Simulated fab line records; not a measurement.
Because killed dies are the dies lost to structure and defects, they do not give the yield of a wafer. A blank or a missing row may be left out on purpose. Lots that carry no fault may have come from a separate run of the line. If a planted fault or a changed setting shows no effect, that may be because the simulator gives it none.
Which tool was responsible? + flow gf180mcu + 32 wafers from 11 lots sampled at 6 of the route's 602 steps

== WHAT THE GAUGES READ, wafer by wafer ==
GF_M1_THK_MEAS_06: measures by xrf. Usual: for M1_ALCU_THK the level is 446 nm and the standard deviation is 4.1.
| lot  | measured     | on            | M1_ALCU_THK (nm) | flag |
|------|--------------|---------------|------------------|------|
| L478 | day 15 22:09 | film-metro-03 | 443 441 448      |      |
| L479 | day 16 01:23 | film-metro-02 | 451 449 452      |      |
| L481 | day 17 03:17 | film-metro-03 | 452 450 451      |      |
| L482 | day 17 10:50 | film-metro-01 | 445 446 447      |      |
| L483 | day 17 17:36 | film-metro-02 | 446 443 446      |      |
| L485 | day 18 13:44 | film-metro-01 | 447 443 439      |      |
| L487 | day 19 04:41 | film-metro-03 | 440 443 441      |      |
| L489 | day 19 21:23 | film-metro-02 | 449 448 445      |      |
| L490 | day 20 17:29 | film-metro-03 | 441 447 449      |      |
| L491 | day 20 23:27 | film-metro-03 | 450 451 450      |      |
| L501 | day 24 12:59 | film-metro-03 | 443 446          |      |

GF_V1_OVL_MEAS_15. Usual: for V1_OVL the level is -1 nm and the standard deviation is 5.
| lot  | measured     | on         | V1_OVL (nm) | flag |
|------|--------------|------------|-------------|------|
| L478 | day 17 20:38 | overlay-01 | 12 7 9      |      |
| L479 | day 17 23:46 | overlay-01 | -1 3 -6     |      |
| L481 | day 19 02:37 | overlay-02 | 1 6 -6      |      |
| L482 | day 19 11:55 | overlay-02 | -3 6 -8     |      |
| L483 | day 19 19:07 | overlay-01 | -4 6 9      |      |
| L485 | day 20 16:22 | overlay-01 | 12 5 9      |      |
| L487 | day 21 07:19 | overlay-02 | -6 -3 -9    |      |
| L489 | day 21 22:23 | overlay-01 | -4 -6 -3    |      |
| L490 | day 22 18:31 | overlay-02 | -3 3 1      |      |
| L491 | day 22 23:53 | overlay-01 | 4 -1 6      |      |
| L501 | day 26 09:43 | overlay-01 | 0 -6        |      |

GF_V1_RS_MEAS_24: a four-point-probe measurement. Usual: for V1_W_RS the level is 0.326 ohm/sq and the standard deviation is 0.0048.
| lot  | measured     | on            | V1_W_RS (ohm/sq)  | flag |
|------|--------------|---------------|-------------------|------|
| L478 | day 17 21:35 | film-metro-02 | 0.335 0.327 0.331 |      |
| L479 | day 18 00:41 | film-metro-04 | 0.333 0.330 0.325 |      |
| L481 | day 19 03:34 | film-metro-02 | 0.322 0.324 0.322 |      |
| L482 | day 19 12:50 | film-metro-04 | 0.332 0.321 0.325 |      |
| L483 | day 19 20:02 | film-metro-04 | 0.329 0.332 0.331 |      |
| L485 | day 20 17:23 | film-metro-02 | 0.318 0.314 0.315 |      |
| L487 | day 21 08:19 | film-metro-02 | 0.326 0.329 0.328 |      |
| L489 | day 21 23:22 | film-metro-04 | 0.320 0.319 0.329 |      |
| L490 | day 22 19:28 | film-metro-04 | 0.329 0.331 0.332 |      |
| L491 | day 23 00:49 | film-metro-01 | 0.330 0.333 0.334 |      |
| L501 | day 26 10:40 | film-metro-02 | 0.238 0.237       | OFF  |

GF_V1_THK_MEAS_25: measures by xrf. Usual: for V1_W_THK the level is 358 nm and the standard deviation is 6.9.
| lot  | measured     | on            | V1_W_THK (nm) | flag |
|------|--------------|---------------|---------------|------|
| L478 | day 17 21:41 | film-metro-02 | 350 357 355   |      |
| L479 | day 18 00:48 | film-metro-04 | 345 348 356   |      |
| L481 | day 19 03:41 | film-metro-02 | 362 360 364   |      |
| L482 | day 19 12:57 | film-metro-04 | 348 360 355   |      |
| L483 | day 19 20:09 | film-metro-04 | 351 348 349   |      |
| L485 | day 20 17:31 | film-metro-02 | 369 375 374   |      |
| L487 | day 21 08:26 | film-metro-02 | 359 358 360   |      |
| L489 | day 21 23:27 | film-metro-04 | 361 360 351   |      |
| L490 | day 22 19:34 | film-metro-04 | 348 346 346   |      |
| L491 | day 23 00:55 | film-metro-01 | 359 351 351   |      |
| L501 | day 26 10:46 | film-metro-02 | 498 499       | OFF  |

== TOOL THAT RAN EACH LOT (tool first, then ch and the chambers of the sampled wafers, then the start) ==
| lot  | GF_M1_SPUTTER_04             | GF_V1_CVD_23                  |
|------|------------------------------|-------------------------------|
| L478 | pvd-sputter-04, day 15 21:58 | cvd-w-02 ch 0,1, day 17 21:28 |
| L479 | pvd-sputter-03, day 16 01:13 | cvd-w-02 ch 0,1, day 18 00:33 |
| L481 | pvd-sputter-03, day 17 03:08 | cvd-w-01 ch 0,1, day 19 03:27 |
| L482 | pvd-sputter-02, day 17 10:40 | cvd-w-02 ch 0,1, day 19 12:43 |
| L483 | pvd-sputter-04, day 17 17:26 | cvd-w-01 ch 0,1, day 19 19:55 |
| L485 | pvd-sputter-02, day 18 13:34 | cvd-w-02 ch 0, day 20 17:10   |
| L487 | pvd-sputter-04, day 19 04:32 | cvd-w-01 ch 0,1, day 21 08:12 |
| L489 | pvd-sputter-04, day 19 21:12 | cvd-w-02 ch 0,1, day 21 23:14 |
| L490 | pvd-sputter-04, day 20 17:18 | cvd-w-01 ch 0,1, day 22 19:21 |
| L491 | pvd-sputter-03, day 20 23:16 | cvd-w-01 ch 0,1, day 23 00:42 |
| L501 | pvd-sputter-03, day 24 12:49 | cvd-w-02 ch 0, day 26 10:32   |
- GF_M1_SPUTTER_04: material TiN, target thk 50 nm, time 41.7 s.
- GF_V1_CVD_23: deposits W, target thk 350 nm, time 105.05 s.

== AS READ BY THE TOOLS THEMSELVES (means over the sampled wafers that have a number; for cases with no such wafer, the mark the record gives instead) ==
GF_M1_SPUTTER_04. Usual: throttle-valve-pct 29.7 %, standard deviation 1.1.
| lot  | tool           | throttle-valve-pct (%) | flag |
|------|----------------|------------------------|------|
| L478 | pvd-sputter-04 | 28.8                   |      |
| L479 | pvd-sputter-03 | 30.4                   |      |
| L481 | pvd-sputter-03 | 30.8                   |      |
| L482 | pvd-sputter-02 | 29.3                   |      |
| L483 | pvd-sputter-04 | 30.0                   |      |
| L485 | pvd-sputter-02 | 29.5                   |      |
| L487 | pvd-sputter-04 | 30.1                   |      |
| L489 | pvd-sputter-04 | 29.6                   |      |
| L490 | pvd-sputter-04 | 29.7                   |      |
| L491 | pvd-sputter-03 | 29.9                   |      |
| L501 | pvd-sputter-03 | 32.2                   |      |

GF_V1_CVD_23. Usual: chamber-pressure-Torr 40.01 Torr, standard deviation 0.09; heater-power-w 849 W, standard deviation 60.
| lot  | tool     | chamber-pressure-Torr (Torr) | heater-power-w (W) | flag |
|------|----------|------------------------------|--------------------|------|
| L478 | cvd-w-02 | 40.01                        | 868                |      |
| L479 | cvd-w-02 | 39.94                        | 861                |      |
| L481 | cvd-w-01 | 39.99                        | 874                |      |
| L482 | cvd-w-02 | 39.96                        | 869                |      |
| L483 | cvd-w-01 | 40.10                        | 813                |      |
| L485 | cvd-w-02 | 39.98                        | 811                |      |
| L487 | cvd-w-01 | 40.07                        | 876                |      |
| L489 | cvd-w-02 | 40.01                        | 849                |      |
| L490 | cvd-w-01 | 40.10                        | 827                |      |
| L491 | cvd-w-01 | 40.02                        | 817                |      |
| L501 | cvd-w-02 | 40.07                        | 822                |      |

== THE ANSWER, worked out from the rows above alone ==
Rule: lot off if the mean of its wafers having a number is beyond 3 standard deviations from the usual mean. Also off: a lot with no number at a reading for which 4 or more lots have one. All remaining lots with rows at the step are treated as sound. The gauges are gone through in route order, then the tools' own readings, and for those a lot's mean is taken as printed above. At the first step where some lot is off, the reading lying furthest off is the one used; lots without a number count as furthest.
Off: at GF_V1_RS_MEAS_24 (V1_W_RS), L501.
If a tool, at a process step before that reading, ran all the lots that are off and no sound lot after the first of them, it fits. Gauges at GF_V1_RS_MEAS_24: tried the same way as those tools. Can't be told from this: 3 tools fit, pvd-sputter-03 at GF_M1_SPUTTER_04, cvd-w-02 at GF_V1_CVD_23, film-metro-02 at GF_V1_RS_MEAS_24.

== WHAT HAD BEEN PUT IN BY THE SIMULATOR ==
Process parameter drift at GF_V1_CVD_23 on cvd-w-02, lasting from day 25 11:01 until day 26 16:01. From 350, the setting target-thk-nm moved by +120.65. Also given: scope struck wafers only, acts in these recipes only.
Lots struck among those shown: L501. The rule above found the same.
